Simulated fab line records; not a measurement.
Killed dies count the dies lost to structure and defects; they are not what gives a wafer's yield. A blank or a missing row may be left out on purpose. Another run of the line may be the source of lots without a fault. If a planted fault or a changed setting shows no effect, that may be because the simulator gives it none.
Matching of chambers | flow gf180mcu | GF_V5_CVD_02 on pecvd-03: 3 sister chambers
The step deposits SiO2 from TEOS, target thk 1450 nm, time 163.28 s. 3 wafers are shown with their chamber, then 8 later ones without.

== WAFERS WITH THEIR CHAMBER ==
wafer  | chamber | heaterPowerW (W)
L212.4 | 0       | 735
L216.4 | 1       | 819
L225.3 | 2       | 569

== WAFERS WITHOUT THEIR CHAMBER ==
wafer  | heaterPowerW (W)
L225.5 | 720
L225.6 | 597
L228.3 | 672
L228.4 | 581
L228.6 | 756
L229.2 | 590
L229.3 | 859
L229.4 | 819

== CHAMBER TAKEN BY EACH ==
wafer  | from the rows above     | in truth
L225.5 | 0                       | 0
L225.6 | 2                       | 2
L228.3 | can't be placed: 0 or 2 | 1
L228.4 | 2                       | 2
L228.6 | can't be placed: 0 or 1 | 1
L229.2 | 2                       | 2
L229.3 | 1                       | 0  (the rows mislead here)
L229.4 | 1                       | 1
Correctly placed: 5 of 8. Cannot be placed on the basis of these rows: 2; the candidates contain the true chamber in 1. 1 placed wrongly.
How it was worked out, from the rows above alone: a wafer's distance from a chamber is the root of the sum, over the readings, of the square of ((its reading less the chamber's mean) divided by the reading's scatter). The wafer belongs to the nearest chamber; if the next one is less than 2 further off, it can't be placed. Each chamber's mean is taken over the wafers shown for it. The scatter (one wafer shown for each chamber): square how far every hidden wafer sits from the nearest shown wafer, average those squares and take the square root.
